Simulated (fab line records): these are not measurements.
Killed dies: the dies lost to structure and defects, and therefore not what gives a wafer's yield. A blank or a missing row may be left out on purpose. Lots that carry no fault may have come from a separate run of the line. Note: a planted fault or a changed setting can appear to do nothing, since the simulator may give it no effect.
fab line records    flow sky130
[record] lots = 6  wafers = 18  last_day = 50
route steps=708 shown VT_ADJUST_LVTN@105 PAD_OPEN@708
lots with no fault: from the same line, run without faults
start_h: the number of hours between the record's first day and the start of the first shown wafer of the lot    wait_h: hours since the lot's step before    " same as the row above    L1.1+2: one row covering several wafers at once    - no value, or no start was given    * or withheld: withheld    < > ~ a bound
route shown NAME@n: names a module that has steps shown in the file, with the first one's number in the route    usual: mean/standard deviation of fault-free wafers    same: alike in all rows    chamber/n: place in a boat    sites: the reading at each site    _std_site: standard deviation across them    _edge_site: mean of outer sites minus mean of inner sites    radius_mm: for every site, how far away it sits from the centre of the wafer    mask NAME#n: copy n    behind: the last tool/chamber to shape the wafer    hold: cause of the lot's hold/its duration in hours/its outcome    device: the n, p or np transistor that did not switch    end of line: tests of these same wafers at the route's end    a step with no rows: only its recipe    killed: dies lost to structure and defects at the first sort, not the wafer's yield    map: a wafer's dies, marking killed ones x, the rest . and places with no die _
set.NAME: the run value of the setting; set.NAME@STEP: its run value at that earlier step    model.NAME: the simulator's own value behind a step, which no gauge read
certain route steps with their lots: each step a table, each wafer a row
services: from which hour (start_h, from the record's first day; less than 0 if before it) a tool's chamber was out of use, for how many hours, and why
[[steps]]
[step SKY_VT_ADJUST_LVTN_IMPLANT_08]
[recipe] species = B  energy_kev = 30  dose_cm2 = 1.57e+12  tilt_deg = withheld
[step SKY_VT_ADJUST_LVTN_STRIP_09]
[recipe] chemistry = O2/N2  power_w = 1400  pressure_mtorr = 1500  platen_temp_c = withheld  o2_flow_sccm = 3000  n2_flow_sccm = 300  overash_fraction = 0.5
[usual] drypump_motor_current_A = 5.8/0.37  o2_flow_sccm = 2999/8.1  oes_product_au = 0.723/0.0042  strip_time_to_endpoint_s = 36.93/0.11
lot.wafer  tool             chamber  start_h  wait_h  drypump_motor_current_A  o2_flow_sccm  oes_product_au  rf_hours_counter_h  strip_time_to_endpoint_s
L586.3     plasma_asher-04  1        196.36   0.1     5.4                      3011          0.723           -                   36.94
L586.4     "                0        "        "       6.0                      3001          0.720           -                   36.84
L586.5     "                0        "        "       6.0                      3014          0.723           -                   36.85
L587.2     plasma_asher-02  0        203.37   0.1     6.2                      3002          0.726           39                  36.80
L587.4     "                1        "        "       5.6                      2997          0.722           -                   36.86
L587.5     "                0        "        "       6.2                      3007          0.723           -                   36.87
L594.2     plasma_asher-04  0        266.93   0.1     6.0                      3014          0.730           58                  36.65
L594.4     "                1        "        "       5.4                      2999          0.721           -                   36.69
L594.6     "                0        "        "       6.0                      3007          0.735           -                   36.86
L596.2     plasma_asher-04  0        270.46   0.1     6.0                      2995          0.726           58                  36.79
L596.4     "                0        "        "       6.0                      2987          0.728           -                   36.83
L596.6     "                1        "        "       5.3                      2990          0.725           -                   36.96
L597.1     plasma_asher-04  0        280.17   0.1     6.0                      2999          0.720           59                  37.01
L597.2     "                1        "        "       5.4                      3008          0.721           59                  36.86
L597.4     "                1        "        "       5.4                      2991          0.717           -                   36.84
L599.1     plasma_asher-02  0        287.26   0.1     6.2                      2993          0.722           47                  36.76
L599.2     "                1        "        "       5.6                      3009          0.717           47                  36.78
L599.6     "                1        "        "       5.6                      3012          0.726           -                   36.80
[step SKY_VT_ADJUST_LVTN_TW_MEAS_10]
[usual] VT_ADJUST_LVTN_TW = 240.3/2
lot.wafer  tool           chamber  start_h  wait_h  VT_ADJUST_LVTN_TW
L586.3     film_metro-03  -        196.44   0.1     239.8
L586.4     "              -        "        "       240.2
L586.5     "              -        "        "       238.9
L587.2     film_metro-02  -        203.48   0.1     240.4
L587.4     "              -        "        "       238.9
L587.5     "              -        "        "       240.5
L594.2     film_metro-02  -        267.04   0.1     239.3
L594.4     "              -        "        "       239.5
L594.6     "              -        "        "       239.6
L596.2     film_metro-04  -        270.57   0.1     242.9
L596.4     "              -        "        "       243.0
L596.6     "              -        "        "       244.2
L597.1     film_metro-03  -        280.27   0.1     237.9
L597.2     "              -        "        "       237.2
L597.4     "              -        "        "       237.3
L599.1     film_metro-02  -        287.36   0.1     240.0
L599.2     "              -        "        "       240.0
L599.6     "              -        "        "       241.4
[step SKY_VT_ADJUST_LVTN_DEHYDRATE_11]
[recipe] temp_c = 200  time_s = 60
[step SKY_VT_ADJUST_LVTN_HMDS_12]
[recipe] prime_time_s = 60  prime_temp_c = 120
[step SKY_VT_ADJUST_LVTN_COAT_13]
[recipe] resist = NOVOLAK  spin_rpm = 3000  resist_thk_nm = 1140
[step SKY_VT_ADJUST_LVTN_SOFTBAKE_14]
[recipe] temp_c = 90  time_s = 60  resist = NOVOLAK
[step SKY_VT_ADJUST_LVTN_EXPOSE_15]
[recipe] mask_id = HVN_STD_DERIVED  na = 0.6  source_shape = conventional  sigma_outer = 0.6  polarization = unpolarized  target_cd_nm = 600  dose_mj = 163
[step SKY_VT_ADJUST_LVTN_PEB_16]
[recipe] temp_c = withheld  time_s = *  resist = NOVOLAK
[step SKY_VT_ADJUST_LVTN_DEVELOP_17]
[recipe] resist = NOVOLAK  developer = TMAH  develop_time_s = 60  dev_temp_c = 23
[step SKY_VT_ADJUST_LVTN_OVL_MEAS_18]
[usual] VT_ADJUST_LVTN_01_OVL = 0.2/1.3
lot.wafer  tool        chamber  start_h  wait_h  VT_ADJUST_LVTN_01_OVL[nm]
L586.3     overlay-01  -        217.55   0.1     -2.5
L586.4     "           -        "        "       -1.5
L586.5     "           -        "        "       -2.3
L587.2     overlay-01  -        224.99   0.1     2.9
L587.4     "           -        "        "       1.0
L587.5     "           -        "        "       1.6
L594.2     overlay-02  -        291.85   0.1     0.0
L594.4     "           -        "        "       0.8
L594.6     "           -        "        "       2.2
L596.2     overlay-02  -        295.73   0.1     -1.7
L596.4     "           -        "        "       -2.2
L596.6     "           -        "        "       -1.0
L597.1     overlay-01  -        304.97   0.1     0.3
L597.2     "           -        "        "       -0.3
L597.4     "           -        "        "       -0.8
L599.1     overlay-02  -        312.14   0.1     -1.1
L599.2     "           -        "        "       -2.1
L599.6     "           -        "        "       -0.5
[step SKY_VT_ADJUST_LVTN_IMPLANT_19]
[recipe] species = B  energy_kev = 30  dose_cm2 = 6.5e+11  tilt_deg = withheld
[step SKY_VT_ADJUST_LVTN_STRIP_20]
[recipe] chemistry = O2/N2  power_w = 1400  pressure_mtorr = 1500  platen_temp_c = withheld  o2_flow_sccm = 3000  n2_flow_sccm = 300  overash_fraction = 0.5
[usual] drypump_motor_current_A = 5.8/0.36  o2_flow_sccm = 3003/7.7  oes_product_au = 0.716/0.0047  strip_time_to_endpoint_s = 14.17/0.043
lot.wafer  tool             chamber  start_h  wait_h  drypump_motor_current_A  o2_flow_sccm  oes_product_au  rf_hours_counter_h  strip_time_to_endpoint_s
L586.3     plasma_asher-04  1        217.83   0.1     5.4                      3009          0.720           -                   14.23
L586.4     "                0        "        "       6.0                      3008          0.716           -                   14.14
L586.5     "                0        "        "       6.0                      3011          0.720           -                   14.22
L587.2     plasma_asher-03  1        225.17   0.1     5.3                      3006          0.719           11                  14.16
L587.4     "                0        "        "       6.2                      2999          0.714           -                   14.15
L587.5     "                1        "        "       5.4                      3018          0.720           -                   14.16
L594.2     plasma_asher-03  1        292.05   0.1     5.3                      2403          0.709           17                  14.36
L594.4     "                0        "        "       6.2                      3011          0.723           -                   14.20
L594.6     "                1        "        "       5.3                      2395          0.709           -                   14.41
L596.2     plasma_asher-02  0        295.91   0.1     6.3                      2994          0.721           48                  14.10
L596.4     "                1        "        "       5.6                      3001          0.708           -                   14.11
L596.6     "                1        "        "       5.6                      2992          0.709           -                   14.12
L597.1     plasma_asher-03  0        305.16   0.1     6.2                      3000          0.710           18                  14.12
L597.2     "                1        "        "       5.3                      2415          0.703           18                  14.30
L597.4     "                1        "        "       5.3                      2411          0.708           -                   14.34
L599.1     plasma_asher-02  0        312.33   0.1     6.2                      2999          0.719           50                  14.16
L599.2     "                1        "        "       5.6                      3013          0.714           50                  14.15
L599.6     "                1        "        "       5.6                      2996          0.720           -                   14.20
[step SKY_VT_ADJUST_LVTN_TW_MEAS_21]
[usual] VT_ADJUST_LVTN_2_TW = 187.6/1.3
lot.wafer  tool           chamber  start_h  wait_h  VT_ADJUST_LVTN_2_TW
L586.3     film_metro-02  -        217.92   0.1     188.4
L586.4     "              -        "        "       189.0
L586.5     "              -        "        "       187.9
L587.2     film_metro-03  -        225.28   0.1     186.1
L587.4     "              -        "        "       185.8
L587.5     "              -        "        "       185.4
L594.2     film_metro-02  -        292.16   0.1     187.4
L594.4     "              -        "        "       188.3
L594.6     "              -        "        "       187.8
L596.2     film_metro-04  -        296.02   0.1     188.6
L596.4     "              -        "        "       188.0
L596.6     "              -        "        "       187.9
L597.1     film_metro-04  -        305.26   0.1     188.0
L597.2     "              -        "        "       187.4
L597.4     "              -        "        "       187.7
L599.1     film_metro-04  -        312.43   0.1     189.2
L599.2     "              -        "        "       189.7
L599.6     "              -        "        "       188.6
[step SKY_PAD_OPEN_PROBE_99]
[usual] killed_at_M0_to_M3 = 44/6.3  killed_at_M4_up = 2.8/1.7  killed_at_contacts = 25/5.8  killed_at_front_end = 14/4.4  killed_at_other = 0.3/0.49  killed_dies = 86/8.7  killed_open = 48/5.8  killed_short = 38/6
[same] gross_dies = 492  killed_at_back_side = 0
lot.wafer  tool       chamber  start_h  wait_h  killed_at_M0_to_M3  killed_at_M4_up  killed_at_contacts  killed_at_front_end  killed_at_other  killed_dies  killed_open  killed_short
L586.3     prober-01  -        1128.02  0.2     42                  3                33                  11                   0                89           53           36
L586.4     prober-01  -        1128.07  0.2     34                  8                38                  14                   0                94           53           41
L586.5     prober-01  -        1128.12  0.2     48                  1                31                  12                   0                92           57           35
L587.2     prober-02  -        1132.11  0.1     45                  1                32                  11                   1                90           52           38
L587.4     prober-02  -        1132.21  0.2     33                  4                21                  29                   1                88           43           45
L587.5     prober-02  -        1132.26  0.2     49                  1                27                  9                    0                86           47           39
L594.2     prober-02  -        1189.74  0.1     47                  4                23                  21                   0                95           50           45
L594.4     prober-02  -        1189.84  0.2     38                  6                27                  15                   0                86           43           43
L594.6     prober-02  -        1189.94  0.2     39                  4                30                  25                   0                98           55           43
L597.1     prober-01  -        1190.29  0.1     32                  4                26                  14                   0                76           44           32
L597.2     prober-01  -        1190.34  0.1     51                  2                25                  18                   0                96           44           52
L597.4     prober-01  -        1190.44  0.2     45                  0                25                  18                   1                89           47           42
L596.2     prober-02  -        1192.82  0.1     34                  2                25                  18                   1                80           46           34
L596.4     prober-02  -        1192.92  0.2     47                  1                29                  13                   0                90           52           38
L596.6     prober-02  -        1193.02  0.2     42                  5                37                  15                   1                100          53           47
L599.1     prober-01  -        1195.15  0.1     54                  3                23                  15                   1                96           48           48
L599.2     prober-01  -        1195.20  0.1     41                  1                19                  16                   0                77           53           24
L599.6     prober-01  -        1195.40  0.2     41                  6                18                  11                   0                76           40           36
// killed by level:class
L586.3 LI_CONTACT:geometric_particle:open=11 CONTACT:geometric_particle:open=11 VIA3:geometric_particle:open=9 CONTACT:geometric_particle:short=7 VIA1:geometric_particle:open=7 VIA2:geometric_particle:open=6 VIA1:geometric_particle:short=5 METAL1:geometric_particle:short=5
L586.4 LI_CONTACT:geometric_particle:open=15 VIA1:geometric_particle:open=9 CONTACT:geometric_particle:open=8 METAL4:geometric_particle:short=8 CONTACT:geometric_particle:short=7 VIA2:geometric_particle:open=6 VIA3:geometric_particle:open=5 LOCAL_INTERCONNECT:geometric_particle:short=5
L586.5 VIA1:geometric_particle:open=13 CONTACT:geometric_particle:open=11 VIA3:geometric_particle:open=9 CONTACT:geometric_particle:short=6 METAL2:geometric_particle:short=5 LI_CONTACT:geometric_particle:open=5 LOCAL_INTERCONNECT:geometric_particle:short=5 VIA2:geometric_particle:open=5
L587.2 VIA1:geometric_particle:open=13 LI_CONTACT:geometric_particle:open=11 CONTACT:geometric_particle:open=11 METAL1:geometric_particle:short=9 METAL2:geometric_particle:short=5 VIA2:geometric_particle:open=5 FIELD_ISO:geometric_particle:short=4 LOCAL_INTERCONNECT:geometric_particle:short=4
L587.4 VIA1:geometric_particle:open=10 FIELD_ISO:geometric_particle:open=7 CONTACT:geometric_particle:open=7 POLY_GATE:geometric_particle:short=7 CONTACT:geometric_particle:short=6 VIA1:geometric_particle:short=6 FIELD_ISO:geometric_particle:short=5 POLY_GATE:geometric_particle:open=4
L587.5 CONTACT:geometric_particle:open=11 VIA2:geometric_particle:open=9 METAL2:geometric_particle:short=9 VIA1:geometric_particle:open=8 LI_CONTACT:geometric_particle:open=7 FIELD_ISO:geometric_particle:short=5 METAL3:geometric_particle:short=5 VIA1:geometric_particle:short=5
L594.2 CONTACT:geometric_particle:open=10 VIA1:geometric_particle:open=8 VIA2:geometric_particle:open=8 METAL2:geometric_particle:short=7 FIELD_ISO:geometric_particle:open=6 CONTACT:geometric_particle:short=6 VIA3:geometric_particle:open=6 METAL1:geometric_particle:short=5
L594.4 CONTACT:geometric_particle:open=9 LI_CONTACT:geometric_particle:open=7 METAL2:geometric_particle:short=6 VIA2:geometric_particle:open=5 METAL1:geometric_particle:short=5 VIA1:geometric_particle:open=5 METAL4:geometric_particle:short=5 POLY_GATE:geometric_particle:open=4
L594.6 LI_CONTACT:geometric_particle:open=10 VIA3:geometric_particle:open=9 VIA2:geometric_particle:open=9 FIELD_ISO:geometric_particle:short=7 VIA1:geometric_particle:open=7 CONTACT:geometric_particle:open=6 LOCAL_INTERCONNECT:geometric_particle:short=6 FIELD_ISO:geometric_particle:open=5
L597.1 CONTACT:geometric_particle:open=10 LI_CONTACT:geometric_particle:open=6 VIA1:geometric_particle:open=6 VIA3:geometric_particle:open=5 LOCAL_INTERCONNECT:geometric_particle:short=5 VIA1:geometric_particle:short=5 VIA2:geometric_particle:open=5 FIELD_ISO:geometric_particle:open=4
L597.2 METAL1:geometric_particle:short=10 CONTACT:geometric_particle:open=9 LI_CONTACT:geometric_particle:open=9 FIELD_ISO:geometric_particle:short=8 VIA2:geometric_particle:open=7 VIA2:geometric_particle:short=6 VIA1:geometric_particle:open=6 VIA3:geometric_particle:open=6
L597.4 LI_CONTACT:geometric_particle:open=8 VIA1:geometric_particle:open=8 VIA3:geometric_particle:open=7 METAL1:geometric_particle:short=7 POLY_GATE:geometric_particle:open=6 CONTACT:geometric_particle:open=6 POLY_GATE:geometric_particle:short=5 CONTACT:geometric_particle:short=5
L596.2 VIA3:geometric_particle:open=7 LI_CONTACT:geometric_particle:open=7 CONTACT:geometric_particle:open=7 FIELD_ISO:geometric_particle:short=5 VIA1:geometric_particle:open=5 METAL1:geometric_particle:short=5 VIA2:geometric_particle:open=5 SPACER:geometric_particle:open=4
L596.4 LI_CONTACT:geometric_particle:open=10 CONTACT:geometric_particle:open=10 VIA1:geometric_particle:open=8 VIA2:geometric_particle:open=8 METAL2:geometric_particle:short=7 VIA3:geometric_particle:open=7 VIA1:geometric_particle:short=6 FIELD_ISO:geometric_particle:short=4
L596.6 CONTACT:geometric_particle:open=15 CONTACT:geometric_particle:short=10 VIA1:geometric_particle:open=8 LI_CONTACT:geometric_particle:open=7 VIA3:geometric_particle:open=7 VIA1:geometric_particle:short=6 METAL2:geometric_particle:short=6 VIA2:geometric_particle:open=5
L599.1 METAL1:geometric_particle:short=12 VIA1:geometric_particle:open=9 VIA1:geometric_particle:short=8 VIA2:geometric_particle:open=7 POLY_GATE:geometric_particle:open=6 LI_CONTACT:geometric_particle:open=6 CONTACT:geometric_particle:open=6 VIA3:geometric_particle:open=6
L599.2 VIA3:geometric_particle:open=12 CONTACT:geometric_particle:open=11 VIA1:geometric_particle:open=11 METAL1:geometric_particle:short=5 POLY_GATE:geometric_particle:open=4 VIA2:geometric_particle:open=4 SPACER:geometric_particle:open=3 LI_CONTACT:geometric_particle:open=3
L599.6 CONTACT:geometric_particle:open=9 VIA1:geometric_particle:open=8 VIA1:geometric_particle:short=6 METAL4:geometric_particle:short=6 VIA2:geometric_particle:short=5 VIA2:geometric_particle:open=4 LI_CONTACT:geometric_particle:open=4 METAL2:geometric_particle:short=4
[[services]]
tool             chamber  start_h  hours  kind
plasma_asher-03  -        295.94   4.4    repair
plasma_asher-02  -        300.83   0.4    repair
[[key]]
[first_sign] step = SKY_VT_ADJUST_LVTN_STRIP_20  reading = o2_flow_sccm  direction = down  sigmas = 77  usual = 3003  struck = 2406
[effect] step = SKY_VT_ADJUST_LVTN_STRIP_20  reading = strip_time_to_endpoint_s  direction = up  sigmas = 4.2  usual = *  struck = *
met_at SKY_VT_ADJUST_LVTN_STRIP_20
struck_wafers L594.2,L594.6,L597.2,L597.4
tester_left_out L594,L597
onset_between 225.17 292.05
[fault] kind = process_parameter_drift  tool = plasma_asher-03  chamber = 1  onset_h = 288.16  steps = SKY_VT_ADJUST_LVTN_STRIP_20  channel = o2_flow_sccm  offset = -600  shape = step  end_h = 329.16  acts_in = these_recipes_only  stated = 3000
// tester_left_out: of these lots the tester's yield and bins aren't shown, on N5 and GAA mostly nor the transistor test; their killed dies are dies lost to structure and defects alone, not to doping, threshold or leakage, so they don't give the yield
